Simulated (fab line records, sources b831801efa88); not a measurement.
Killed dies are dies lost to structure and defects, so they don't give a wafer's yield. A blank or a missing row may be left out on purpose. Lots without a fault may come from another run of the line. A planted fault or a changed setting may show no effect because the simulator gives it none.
fab line records | flow sky130
record lots=12 wafers=36 last_day=50
route steps=708 shown RES_XHIGH@360 LI_CONTACT@364 LOCAL_INTERCONNECT@400 PAD_OPEN@708
lots that met no fault: from a run of the same line without faults
start_h: hours from the record's first day to the start of the lot's first wafer shown | wait_h: hours since the lot's step before | " the same as in the row above | L1.1+2: a row that stands for several wafers | - no value, or no start given | * or withheld: withheld | < > ~ a bound
route shown NAME@n: a module of which the file shows steps, and the number in the route of the first | usual: mean/standard deviation of fault-free wafers | same: alike in all rows | chamber/n: place in a boat | sites: the reading at each site | _std_site: their standard deviation | _edge_site: outer sites' mean less inner sites' | radius_mm: how far each site lies from the wafer's centre | mask NAME#n: copy n | behind: the tool/chamber that last shaped the wafer | hold: why the lot was held/for how many hours/how that ended | device: the transistor (n, p or np) that didn't switch | end of line: the same wafers' tests at the end of the route | a step without rows: its recipe alone | killed: dies lost to structure and defects at the first sort, not the wafer's yield | map: a wafer's dies, x killed, . not, _ none there
set.NAME: the setting as run; set.NAME@STEP: as run at that earlier step | model.NAME: the simulator's own value behind a step, which no gauge read
steps of the route over a sample of lots; a table a step, a row a wafer
services: from which hour (start_h, from the record's first day; less than 0 if before it) a tool's chamber was out of use, for how many hours, and why
## steps
# step SKY_SD_N_RS_MEAS_18
# recipe thk_meas_gauge=four-point-probe
# usual RES_XHIGH_RS=333.1/1.3
# columns lot.wafer tool chamber start_h wait_h RES_XHIGH_RS[ohm/sq]
L363.3 film_metro-04 - 662.60 0.1 333.7
L363.4 " - " " 333.1
L363.6 " - " " 333.4
L364.1 film_metro-02 - 667.23 0.1 331.8
L364.5 " - " " 332.6
L364.6 " - " " 332.3
L365.1 film_metro-01 - 686.21 0.1 333.3
L365.4 " - " " 332.2
L365.5 " - " " 331.3
L366.1 film_metro-04 - 687.78 0.1 333.1
L366.4 " - " " 333.7
L366.5 " - " " 333.6
L368.1 film_metro-02 - 703.23 0.1 334.4
L368.2 " - " " 334.6
L368.3 " - " " 334.9
L376.1 film_metro-01 - 763.59 0.1 334.1
L376.2 " - " " 333.9
L376.6 " - " " 334.0
L377.1 film_metro-01 - 775.06 0.1 334.8
L377.3 " - " " 333.9
L377.6 " - " " 334.4
L378.3 film_metro-02 - 786.60 0.1 332.4
L378.4 " - " " 332.9
L378.5 " - " " 332.4
L379.2 film_metro-04 - 806.26 0.1 332.2
L379.3 " - " " 330.4
L379.5 " - " " 332.8
L381.2 film_metro-02 - 810.71 0.1 336.2
L381.4 " - " " 336.2
L381.6 " - " " 335.1
L383.1 film_metro-04 - 813.89 0.1 334.2
L383.4 " - " " 333.8
L383.5 " - " " 334.1
L384.1 film_metro-01 - 825.87 0.1 333.6
L384.4 " - " " 332.6
L384.6 " - " " 332.5
# step SKY_LI_CONTACT_CMP_02
# recipe material=PSG down_force_psi=4 platen_rpm=60 pad_velocity_m_s=0.94248
# usual motor_current_A=12.8/0.95 time_to_endpoint_s=33.0/2.8
# columns lot.wafer tool chamber start_h wait_h motor_current_A time_to_endpoint_s
L363.3 cmp-01 3 662.91 0.1 12.2 29.0
L363.4 " 1 " " 13.5 33.8
L363.6 " 3 " " 11.7 29.5
L364.1 cmp-01 2 667.63 0.1 12.3 33.5
L364.6 " 0 " " 14.8 30.3
L364.5 " 1 " " 13.7 30.5
L365.4 cmp-02 1 686.56 0.1 11.7 36.5
L365.1 " 3 " " 12.7 31.3
L365.5 " 1 " " 11.7 35.4
L366.1 cmp-02 3 688.08 0.1 14.1 33.7
L366.4 " 1 " " 11.7 35.8
L366.5 " 0 " " 12.0 31.9
L368.2 cmp-02 3 703.53 0.0 13.3 30.6
L368.3 " 0 " " 11.8 35.1
L368.1 " 2 " " 13.1 36.4
L376.2 cmp-02 0 763.89 0.0 12.1 31.9
L376.1 " 1 " " 11.4 33.4
L376.6 " 0 " " 11.8 30.6
L377.1 cmp-01 3 775.42 0.1 12.5 30.7
L377.3 " 1 " " 13.8 36.7
L377.6 " 2 " " 12.0 36.5
L378.4 cmp-01 3 786.87 0.0 12.7 29.4
L378.3 " 2 " " 11.7 35.7
L378.5 " 3 " " 11.7 27.4
L379.2 cmp-02 2 806.64 0.1 12.6 29.6
L379.3 " 3 " " 13.4 28.6
L379.5 " 1 " " 12.0 32.0
L381.4 cmp-01 1 811.04 0.1 13.4 37.9
L381.2 " 3 " " 12.7 33.6
L381.6 " 0 " " 14.1 35.1
L383.1 cmp-01 2 814.32 0.2 12.0 37.3
L383.4 " 1 " " 13.0 35.0
L383.5 " 2 " " 12.3 38.2
L384.1 cmp-01 1 826.24 0.1 12.9 36.4
L384.4 " 2 " " 12.2 37.9
L384.6 " 1 " " 13.5 35.4
# step SKY_LI_CONTACT_BOW_MEAS_03
# recipe mode=bow
# usual LI_CONTACT_BOW=55/6.6
# columns lot.wafer tool chamber start_h wait_h LI_CONTACT_BOW[um]
L363.3 film_metro-04 - 663.20 0.2 55
L363.4 " - " " 61
L363.6 " - " " 52
L364.1 film_metro-01 - 667.83 0.1 51
L364.5 " - " " 53
L364.6 " - " " 63
L365.1 film_metro-01 - 686.81 0.1 46
L365.4 " - " " 52
L365.5 " - " " 59
L366.1 film_metro-01 - 688.38 0.2 39
L366.4 " - " " 58
L366.5 " - " " 61
L368.1 film_metro-02 - 703.83 0.1 52
L368.2 " - " " 58
L368.3 " - " " 52
L376.1 film_metro-01 - 764.19 0.2 58
L376.2 " - " " 54
L376.6 " - " " 46
L377.1 film_metro-01 - 775.67 0.2 49
L377.3 " - " " 67
L377.6 " - " " 58
L378.3 film_metro-04 - 787.21 0.1 48
L378.4 " - " " 53
L378.5 " - " " 53
L379.2 film_metro-01 - 806.86 0.2 42
L379.3 " - " " 59
L379.5 " - " " 58
L381.2 film_metro-01 - 811.31 0.1 45
L381.4 " - " " 51
L381.6 " - " " 60
L383.1 film_metro-04 - 814.62 0.2 47
L383.4 " - " " 53
L383.5 " - " " 57
L384.1 film_metro-02 - 826.49 0.2 64
L384.4 " - " " 55
L384.6 " - " " 59
# step SKY_LOCAL_INTERCONNECT_ETCH_13
# recipe chemistry=N2/H2 target=BARC ion_energy_ev=200 bias_w=100 pressure_mtorr=30 n2_flow_sccm=100 h2_flow_sccm=200 icp_w=500 stop_on=SiO2 time_s=45.9 target_depth_a=600
# usual drypump_motor_current_A=5.68/0.22 oes_product_au=0.854/0.0045 throttle_valve_pct=13.225/0.0083
# same time_s=45.9
# columns lot.wafer tool chamber start_h wait_h drypump_motor_current_A oes_product_au rf_hours_counter_h throttle_valve_pct
L363.3 rie_metal-04 1 725.33 0.0 5.67 0.848 - 13.230
L363.4 " 0 " " 5.95 0.857 - 13.239
L363.6 " 1 " " 5.68 0.855 - 13.238
L364.1 rie_metal-04 0 727.54 0.0 5.97 0.859 0 13.230
L364.5 " 1 " " 5.68 0.863 - 13.230
L364.6 " 0 " " 5.96 0.856 - 13.233
L365.1 rie_metal-03 1 742.56 0.0 5.74 0.854 3 13.220
L365.4 " 0 " " 5.51 0.854 - 13.227
L365.5 " 0 " " 5.47 0.853 - 13.225
L366.1 rie_metal-04 0 756.69 0.0 5.93 0.857 1 13.212
L366.4 " 0 " " 5.92 0.854 - 13.218
L366.5 " 1 " " 5.70 0.861 - 13.240
L368.1 rie_metal-04 0 759.21 0.0 5.95 0.853 1 13.226
L368.2 " 1 " " 5.69 0.854 15 13.243
L368.3 " 0 " " 5.95 0.856 - 13.237
L376.1 rie_metal-04 1 818.56 0.0 5.70 0.853 18 13.224
L376.2 " 0 " " 5.96 0.857 4 13.222
L376.6 " 0 " " 5.95 0.856 - 13.226
L377.1 rie_metal-03 0 829.81 0.0 5.47 0.851 4 13.217
L377.3 " 1 " " 5.71 0.857 - 13.232
L377.6 " 0 " " 5.43 0.860 - 13.219
L378.3 rie_metal-03 1 840.23 0.0 5.72 0.861 - 13.228
L378.4 " 0 " " 5.51 0.858 - 13.236
L378.5 " 0 " " 5.49 0.859 - 13.220
L379.2 rie_metal-04 1 860.51 0.0 5.69 0.864 19 13.220
L379.3 " 0 " " 5.93 0.847 - 13.236
L379.5 " 0 " " 5.92 0.858 - 13.217
L381.2 rie_metal-03 0 864.41 0.0 5.47 0.851 5 13.220
L381.4 " 0 " " 5.47 0.853 - 13.215
L381.6 " 0 " " 5.49 0.861 - 13.221
L383.1 rie_metal-03 0 869.29 0.0 5.47 0.853 6 13.223
L383.4 " 1 " " 5.72 0.861 - 13.218
L383.5 " 0 " " 5.45 0.850 - 13.229
L384.1 rie_metal-04 0 880.06 0.0 5.95 0.857 7 13.217
L384.4 " 0 " " 5.94 0.861 - 13.225
L384.6 " 0 " " 5.96 0.855 - 13.220
# step SKY_LOCAL_INTERCONNECT_STRIP_15
# recipe chemistry=O2/N2 power_w=1400 pressure_mtorr=1500 platen_temp_c=withheld o2_flow_sccm=3000 n2_flow_sccm=300 overash_fraction=0.5
# usual drypump_motor_current_A=5.6/0.56 oes_product_au=0.427/0.0045 strip_time_to_endpoint_s=4.722/0.019
# columns lot.wafer tool chamber start_h wait_h drypump_motor_current_A oes_product_au rf_hours_counter_h strip_time_to_endpoint_s
L363.3 plasma_asher-02 1 725.46 0.1 4.9 0.424 - 4.694
L363.4 " 0 " " 5.5 0.430 - 4.727
L363.6 " 1 " " 4.9 0.425 - 4.717
L364.1 plasma_asher-04 0 727.65 0.0 6.0 0.423 106 4.695
L364.5 " 1 " " 5.5 0.435 - 4.698
L364.6 " 0 " " 5.9 0.423 - 4.678
L365.1 plasma_asher-02 1 742.67 0.0 4.9 0.426 59 4.727
L365.4 " 0 " " 5.5 0.426 - 4.732
L365.5 " 0 " " 5.5 0.430 - 4.686
L366.1 plasma_asher-01 0 756.80 0.0 6.5 0.431 87 4.733
L366.4 " 0 " " 6.4 0.425 - 4.742
L366.5 " 1 " " 6.3 0.422 - 4.544
L368.1 plasma_asher-02 1 759.32 0.0 4.9 0.426 61 4.726
L368.2 " 0 " " 5.5 0.424 61 4.691
L368.3 " 0 " " 5.5 0.412 - 4.539
L376.1 plasma_asher-01 1 818.71 0.0 6.3 0.432 95 4.695
L376.2 " 0 " " 6.4 0.422 95 4.721
L376.6 " 0 " " 6.4 0.434 - 4.700
L377.1 plasma_asher-01 0 829.92 0.0 6.4 0.432 96 4.737
L377.3 " 1 " " 6.3 0.427 - 4.740
L377.6 " 0 " " 6.4 0.425 - 4.753
L378.3 plasma_asher-02 1 840.36 0.1 4.9 0.417 - 4.734
L378.4 " 0 " " 5.5 0.424 - 4.738
L378.5 " 0 " " 5.5 0.427 - 4.727
L379.2 plasma_asher-01 1 860.62 0.0 6.3 0.433 99 4.715
L379.3 " 1 " " 6.3 0.439 - 4.698
L379.5 " 0 " " 6.4 0.424 - 4.720
L381.2 plasma_asher-02 0 864.52 0.0 5.5 0.425 72 4.750
L381.4 " 1 " " 4.9 0.424 - 4.721
L381.6 " 0 " " 5.5 0.424 - 4.730
L383.1 plasma_asher-02 1 869.40 0.0 4.8 0.436 73 4.734
L383.4 " 0 " " 5.5 0.422 - 4.727
L383.5 " 0 " " 5.5 0.422 - 4.686
L384.1 plasma_asher-02 0 880.29 0.1 5.5 0.427 74 4.707
L384.4 " 1 " " 4.9 0.428 - 4.730
L384.6 " 1 " " 4.9 0.422 - 4.710
# step SKY_PAD_OPEN_PROBE_99
# usual killed_at_M0_to_M3=44/7.8 killed_at_M4_up=2.9/1.7 killed_at_contacts=24/5.4 killed_at_front_end=15/4.5 killed_at_other=0.3/0.55 killed_dies=87/10 killed_open=48/7.4 killed_short=39/5.9
# same gross_dies=492 killed_at_back_side=0
# columns lot.wafer tool chamber start_h wait_h killed_at_M0_to_M3 killed_at_M4_up killed_at_contacts killed_at_front_end killed_at_other killed_dies killed_open killed_short
L378.3 prober-01 - 1172.86 0.2 43 6 35 15 0 99 54 45
L378.4 prober-01 - 1172.91 0.2 37 4 26 20 0 87 52 35
L378.5 prober-01 - 1172.96 0.2 34 0 28 18 1 81 44 37
# killed by level:class
L378.3 CONTACT:geometric_particle:open=14 VIA1:geometric_particle:open=13 METAL2:geometric_particle:short=8 METAL1:geometric_particle:short=7 LI_CONTACT:geometric_particle:open=6 CONTACT:geometric_particle:short=6 LOCAL_INTERCONNECT:geometric_particle:short=5 FIELD_ISO:geometric_particle:open=4
L378.4 CONTACT:geometric_particle:open=13 VIA1:geometric_particle:open=9 POLY_GATE:geometric_particle:open=6 LI_CONTACT:geometric_particle:open=5 CONTACT:geometric_particle:short=5 VIA2:geometric_particle:open=5 POLY_GATE:geometric_particle:short=4 METAL2:geometric_particle:short=4
L378.5 LI_CONTACT:geometric_particle:open=7 CONTACT:geometric_particle:open=7 VIA1:geometric_particle:open=6 FIELD_ISO:geometric_particle:open=5 LI_CONTACT:geometric_particle:short=5 FIELD_ISO:geometric_particle:short=4 POLY_GATE:geometric_particle:open=4 METAL1:geometric_particle:open=4
## services
# columns tool chamber start_h hours kind
cmp-01 - 647.28 1.2 repair
cmp-01 - 654.24 1.6 repair
plasma_asher-01 - 661.37 94.9 repair
plasma_asher-01 - 661.64 0.7 repair
cmp-02 - 661.78 4.2 repair
rie_metal-04 0 672.47 9.7 repair
rie_metal-03 - 673.66 11.4 repair
cmp-01 - 682.35 5.4 pm
cmp-02 - 701.10 1.0 repair
cmp-01 - 702.74 3.4 repair
cmp-02 - 712.89 8.2 repair
cmp-01 - 744.00 4.0 pm
cmp-01 - 757.38 5.3 repair
cmp-01 - 761.82 0.8 repair
cmp-02 - 778.46 0.6 repair
plasma_asher-02 - 784.06 0.3 repair
cmp-02 - 784.38 0.9 repair
rie_metal-03 - 811.92 14.6 pm
cmp-02 - 817.90 1.8 repair
rie_metal-04 - 821.03 1.1 repair
plasma_asher-02 - 830.58 1.3 repair
cmp-02 - 837.39 0.8 repair
cmp-02 - 856.23 3.2 pm
cmp-01 - 867.56 5.8 pm
## key
first_sign step=SKY_LOCAL_INTERCONNECT_STRIP_15 reading=strip_time_to_endpoint_s direction=down sigmas=9.6 usual=* struck=*
effect none on later readings
met_at SKY_LOCAL_INTERCONNECT_ETCH_13
struck_lots L366,L368
struck_wafers L366.5,L368.3
tester_left_out L366,L368
not_acting_at SKY_SD_N_RS_MEAS_18,SKY_LI_CONTACT_CMP_02,SKY_LI_CONTACT_BOW_MEAS_03
onset_between 727.54 756.69
fault kind=process_parameter_drift tool=rie_metal-04 chamber=- onset_h=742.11 steps=SKY_LOCAL_INTERCONNECT_ETCH_13 channel=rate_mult offset=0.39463 shape=step end_h=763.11 scope=struck_wafers_only
# tester_left_out: of these lots the tester's yield and bins aren't shown, on N5 and GAA mostly nor the transistor test; their killed dies are dies lost to structure and defects alone, not to doping, threshold or leakage, so they don't give the yield
